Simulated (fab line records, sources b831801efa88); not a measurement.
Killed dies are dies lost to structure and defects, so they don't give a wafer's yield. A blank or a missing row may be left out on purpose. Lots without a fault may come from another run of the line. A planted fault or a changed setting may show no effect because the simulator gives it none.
Which tool did it? | flow sky130 | 11 lots, 31 wafers sampled, at 3 steps of a route of 708

WHAT THE GAUGES READ, wafer by wafer
SKY_LI_CONTACT_RS_MEAS_22: measures by four-point-probe.
lot  | measured     | on            | LI_CONTACT_W_RS (ohm/sq)
L800 | day 29 00:33 | film_metro-03 | 0.279 0.279 0.283
L801 | day 29 16:41 | film_metro-03 | 0.287 0.287 0.287
L802 | day 29 21:25 | film_metro-04 | 0.285 0.284 0.289
L803 | day 30 04:36 | film_metro-02 | 0.282 0.288 0.290
L808 | day 33 05:26 | film_metro-02 | 0.203 0.288 0.203 0.287
L809 | day 33 05:54 | film_metro-04 | 0.209 0.281 0.209 0.282
L812 | day 34 05:52 | film_metro-03 | 0.286 0.284 0.286
L816 | day 34 21:55 | film_metro-03 | 0.282 0.278 0.282
L818 | day 35 22:12 | film_metro-04 | 0.282 0.280 0.284
L820 | day 36 06:19 | film_metro-03 | 0.279 0.284 0.290
L821 | day 36 07:29 | film_metro-03 | 0.284 0.285 0.283

WHICH TOOL RAN EACH LOT (tool, then ch and the chambers of the sampled wafers, then the start)
lot  | SKY_LI_CONTACT_SPUTTER_19    | SKY_LI_CONTACT_CVD_21
L800 | pvd_sputter-02, day 29 00:17 | cvd_w-02 ch 0,1, day 29 00:25
L801 | pvd_sputter-04, day 29 16:24 | cvd_w-02 ch 0, day 29 16:32
L802 | pvd_sputter-03, day 29 21:09 | cvd_w-01 ch 0,1, day 29 21:17
L803 | pvd_sputter-02, day 30 04:20 | cvd_w-02 ch 0,1, day 30 04:28
L808 | pvd_sputter-02, day 33 05:05 | cvd_w-02 ch 0,1, day 33 05:19
L809 | pvd_sputter-02, day 33 05:38 | cvd_w-02 ch 0,1, day 33 05:46
L812 | pvd_sputter-02, day 34 05:29 | cvd_w-01 ch 0, day 34 05:37
L816 | pvd_sputter-02, day 34 21:39 | cvd_w-01 ch 0,1, day 34 21:47
L818 | pvd_sputter-04, day 35 21:56 | cvd_w-01 ch 0, day 35 22:04
L820 | pvd_sputter-02, day 36 06:03 | cvd_w-02 ch 0,1, day 36 06:11
L821 | pvd_sputter-03, day 36 07:14 | cvd_w-01 ch 0,1, day 36 07:22
- SKY_LI_CONTACT_SPUTTER_19: material Ti, target thk 20 nm, time 106.37 s.
- SKY_LI_CONTACT_CVD_21: deposits W, target thk 400 nm, time 120.56 s.

THE ANSWER, worked out from the rows above alone
Rule: what is usual is taken from the lots themselves. Put in order of their means at a reading, lots are off if they are a third of the lots or fewer, leave a main group of 4 or more, and stand apart from it by a gap of 3 or more times the standard deviation of the main group's means; of several such gaps the widest counts. A main group whose means are all the same, to the digits that the tables above print for the reading, isn't used. A lot without any number at a reading at which 4 lots or more have one is off too. The other lots that the step has rows for count as sound.
Off: L808, L809, at SKY_LI_CONTACT_RS_MEAS_22 (LI_CONTACT_W_RS). The main group: mean 0.284 ohm/sq, standard deviation 0.0024.
A tool fits if, at a process step before that reading, it ran every lot that is off, and no sound lot after the first of them. The gauges at SKY_LI_CONTACT_RS_MEAS_22 are tried like those tools. None of those tried fits.

WHAT THE SIMULATOR HAD PUT IN
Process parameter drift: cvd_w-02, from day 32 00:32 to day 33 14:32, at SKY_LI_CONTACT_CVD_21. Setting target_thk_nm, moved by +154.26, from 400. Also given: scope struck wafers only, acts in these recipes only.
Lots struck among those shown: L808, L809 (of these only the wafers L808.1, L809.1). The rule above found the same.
